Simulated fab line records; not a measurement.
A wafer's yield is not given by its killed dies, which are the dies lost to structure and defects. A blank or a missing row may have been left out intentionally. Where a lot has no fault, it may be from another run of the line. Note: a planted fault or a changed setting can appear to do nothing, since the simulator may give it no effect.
Matching of chambers + flow gf180mcu + 4 sister chambers for GF_V2_CMP_26 on cmp-01
The step polishes, stops on SiO2, t overpolish 15 s, target thk 0 nm. 27 wafers are shown with their chamber, then 12 later ones without.

WAFERS, EACH WITH ITS CHAMBER
| wafer  | chamber | motor-current-A (A) | time-to-endpoint-s (s) | overpolish-run-s (s) |
|--------|---------|---------------------|------------------------|----------------------|
| L074.2 | 0       | 11.6                | 79                     | 15.003               |
| L074.3 | 2       | 11.7                | 83                     | 14.996               |
| L074.6 | 1       | 10.1                | 74                     | 14.993               |
| L076.2 | 1       | 10.0                | 75                     | 15.011               |
| L076.5 | 0       | 11.8                | 79                     | 15.002               |
| L076.6 | 1       | 10.5                | 74                     | 15.001               |
| L077.3 | 2       | 11.4                | 83                     | 15.013               |
| L077.4 | 3       | 10.7                | 83                     | 15.000               |
| L077.5 | 0       | 11.7                | 80                     | 15.024               |
| L078.1 | 1       | 10.2                | 76                     | 14.995               |
| L078.4 | 2       | 12.1                | 84                     | 15.007               |
| L078.5 | 3       | 10.7                | 85                     | 15.010               |
| L080.1 | 0       | 12.4                | 84                     | 15.012               |
| L080.2 | 1       | 10.6                | 78                     | 14.994               |
| L080.3 | 3       | 10.4                | 83                     | 15.006               |
| L079.3 | 0       | 12.1                | 84                     | 15.011               |
| L079.4 | 1       | 10.2                | 75                     | 15.007               |
| L079.6 | 1       | 10.3                | 74                     | 15.000               |
| L081.1 | 1       | 10.4                | 72                     | 14.989               |
| L081.2 | 3       | 10.4                | 83                     | 15.001               |
| L081.6 | 2       | 11.6                | 88                     | 14.986               |
| L082.1 | 3       | 10.8                | 85                     | 15.000               |
| L082.3 | 0       | 12.1                | 81                     | 15.001               |
| L082.5 | 0       | 12.1                | 82                     | 15.009               |
| L085.3 | 2       | 12.1                | 83                     | 15.003               |
| L085.4 | 0       | 12.2                | 78                     | 15.007               |
| L085.6 | 0       | 12.3                | 80                     | 15.005               |

SIGNATURES (means of the wafers above)
| reading            | chamber 0 | chamber 1 | chamber 2 | chamber 3 | scatter within a chamber |
|--------------------|-----------|-----------|-----------|-----------|--------------------------|
| motor-current-A    | 12.033    | 10.287    | 11.780    | 10.600    | 0.248                    |
| time-to-endpoint-s | 80.78     | 74.75     | 84.20     | 83.80     | 1.9                      |
| overpolish-run-s   | 15.00822  | 14.99875  | 15.00100  | 15.00340  | 0.00753                  |
Rule: for a wafer and a chamber, the distance is found by dividing, reading by reading, the gap between the wafer's reading and the chamber's mean by the reading's scatter, squaring, summing and taking the root. The wafer belongs to the nearest chamber; if the next one is less than 2 further off, it can't be placed. The scatter: the root of (the sum of the squares of (reading less its chamber's mean) over the shown wafers, divided by (wafers less chambers)).

WAFERS MISSING THEIR CHAMBER
| wafer  | motor-current-A (A) | time-to-endpoint-s (s) | overpolish-run-s (s) |
|--------|---------------------|------------------------|----------------------|
| L088.1 | 10.7                | 79                     | 14.989               |
| L088.2 | 11.5                | 81                     | 14.991               |
| L088.3 | 11.3                | 84                     | 15.005               |
| L090.1 | 11.8                | 84                     | 15.008               |
| L090.2 | 11.6                | 86                     | 14.997               |
| L090.3 | 10.1                | 77                     | 15.009               |
| L092.3 | 10.8                | 82                     | 15.002               |
| L092.4 | 12.3                | 79                     | 15.001               |
| L092.5 | 10.3                | 81                     | 15.009               |
| L096.3 | 10.9                | 84                     | 14.999               |
| L096.4 | 10.4                | 76                     | 15.020               |
| L096.5 | 10.0                | 73                     | 15.004               |

THE CHAMBER EACH PASSED THROUGH
| wafer  | from the rows above          | in truth                   |
|--------|------------------------------|----------------------------|
| L088.1 | can't be placed: 1 or 3      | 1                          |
| L088.2 | can't be placed: 2 or 0 or 3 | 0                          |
| L088.3 | can't be placed: 2 or 3 or 0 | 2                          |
| L090.1 | can't be placed: 2 or 0      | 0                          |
| L090.2 | 2                            | 2                          |
| L090.3 | 1                            | 1                          |
| L092.3 | 3                            | 3                          |
| L092.4 | can't be placed: 0 or 2      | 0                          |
| L092.5 | can't be placed: 3 or 1      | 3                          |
| L096.3 | 3                            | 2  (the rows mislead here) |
| L096.4 | can't be placed: 1 or 3      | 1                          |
| L096.5 | 1                            | 1                          |
Placed correctly: 4 of 12. Can't be placed from these rows: 7 (the true chamber is among the candidates in 7). Wrongly placed: 1.
